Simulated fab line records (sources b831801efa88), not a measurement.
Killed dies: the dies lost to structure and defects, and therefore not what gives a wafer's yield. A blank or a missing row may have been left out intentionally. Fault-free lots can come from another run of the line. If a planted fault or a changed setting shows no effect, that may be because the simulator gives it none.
Lot-split experiment	flow sfq-line	5 lots, 16 wafers read, on a route of 325 steps

## THE SPLIT ITSELF
At SFQ_TRILAYER_M4_LITHO_COAT_093 (resist thk 600 nm), the setting resist-thk-nm was moved away from the recipe's 600 nm on 7 of the 16 wafers read, by -5.0% to +2.4%. This setting was run at the recipe's value on the other wafers.

## FROM THE SPLIT TO THE READING: what the file shows between them, 3 steps
- SFQ_TRILAYER_M4_LITHO_PEB_096: peb time 60 s (also split here: peb-time-s)
- SFQ_TRILAYER_M4_LITHO_DEVELOP_095: time 60 s
- SFQ_TRILAYER_M4_BARC_OPEN_METAL_ETCH_123: etches BARC in O2, target depth 125 nm, time 41.7 s

## THE READING
KrF_of_TRILAYER_M4_LITHO_COAT_093.thk-nm (the simulator's own value, which no gauge read), in nm, at SFQ_TRILAYER_M4_ETCH_METAL_ETCH_096 (etches Nb in Cl2/Ar, stops on SiO2, target depth 240 nm, time 120 s). There is no usual value for it anywhere in the file. Average 381.5 nm, standard deviation 6.1 nm, over the 9 wafers here run with the recipe.

wafer	tool, chamber at the split	resist-thk-nm as run, nm	against the recipe	KrF_of_TRILAYER_M4_LITHO_COAT_093.thk-nm, nm	against lot-mates on the recipe
L077.1	litho-track-01, 0	600	recipe	382.4	-
L077.2	litho-track-01, 0	600	recipe	386.5	-
L077.3	litho-track-01, 0	600	recipe	388	-
L082.1	litho-track-01, 0	600	recipe	370.6	-
L082.2	litho-track-01, 0	600	recipe	378.2	-
L082.3	litho-track-01, 0	587.3	-2.1%	361.7	-11.8
L082.5	litho-track-01, 0	600	recipe	371.8	-
L082.6	litho-track-01, 0	587.3	-2.1%	366	-7.5
L083.1	litho-track-01, 0	600	recipe	383.7	-
L083.4	litho-track-01, 0	600	recipe	385.1	-
L083.5	litho-track-01, 0	580.3	-3.3%	366.2	-18.2
L084.1	litho-track-01, 0	600	recipe	387	-
L084.4	litho-track-01, 0	614.7	+2.4%	399.2	+12.2
L084.5	litho-track-01, 0	614.7	+2.4%	399.3	+12.3
L085.1	litho-track-03, 0	569.8	-5.0%	350	no lot-mate on the recipe
L085.4	litho-track-03, 0	569.8	-5.0%	346.9	no lot-mate on the recipe

FIT RESULTS
A straight line over all 16 wafers: KrF_of_TRILAYER_M4_LITHO_COAT_093.thk-nm changes by +6.63 nm for each +1% of resist-thk-nm; r = +0.94; the points scatter about the line by 5.5 nm.
The same after taking each lot's own level away (the mean of its wafers on the recipe; 14 wafers): +5.07 nm for each +1%; r = +0.96; scatter 2.3 nm.
On that fit, the largest move of resist-thk-nm shifts the reading by 25 nm.
Across the lots, their own levels run from 373.53 to 387.00 nm, a range of 2.2 times the standard deviation given above.
In other words, the slope is changed by the lot-to-lot level; the two fits disagree.
Check: -15.7 nm against its lot-mates is what the line predicts for one of the wafers moved furthest among these (-3.3%) when that wafer is left out of the fit. Against them it came out at -18.2 nm.

## OTHER SPLITS ON THESE WAFERS
These wafers also went through other splits before the reading. Each is held against what the fit with the lots' levels taken away leaves over:
other split on the same wafers	wafers away from the commonest value	r with KrF_of_TRILAYER_M4_LITHO_COAT_093.thk-nm (lot level and that fit taken away)
SFQ_TRILAYER_I2_VIA_LITHO_COAT_067 spin-rpm	3	+0.18
SFQ_TRILAYER_M3_DEP_SPUTTER_073 power-w	6	-0.06
SFQ_TRILAYER_M3_LITHO_COAT_075 spin-rpm	2	-0.27
SFQ_TRILAYER_I3_CMP_CMP_082 down-force-psi	5	-0.25
SFQ_TRILAYER_M4_DEP_SPUTTER_091 time-s	0	-
SFQ_TRILAYER_M4_LITHO_PEB_096 peb-time-s	4	-0.16

## THE WHOLE CHAIN: every reading that the file lists as answering this split, in the file's order
step	what it does	reading	change (the file's fit)	r (the file's)
SFQ_TRILAYER_M4_LITHO_COAT_093	resist thk 600 nm	KrF_of_TRILAYER_M4_LITHO_COAT_093.thk-nm (the simulator's own value, which no gauge read)	+5.69 nm for each +1% of the setting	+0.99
SFQ_TRILAYER_M4_BARC_OPEN_METAL_ETCH_123	etches BARC in O2, target depth 125 nm, time 41.7 s	KrF_of_TRILAYER_M4_LITHO_COAT_093.thk-nm (the simulator's own value, which no gauge read)	+5.43 nm for each +1% of the setting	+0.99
SFQ_TRILAYER_M4_ETCH_METAL_ETCH_096	etches Nb in Cl2/Ar, stops on SiO2, target depth 240 nm, time 120 s	KrF_of_TRILAYER_M4_LITHO_COAT_093.thk-nm (the simulator's own value, which no gauge read)	+5.09 nm for each +1% of the setting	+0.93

## THE FILE'S OWN FIT
KrF_of_TRILAYER_M4_LITHO_COAT_093.thk-nm changes by +5.09 nm for each +1% of resist-thk-nm, r = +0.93.
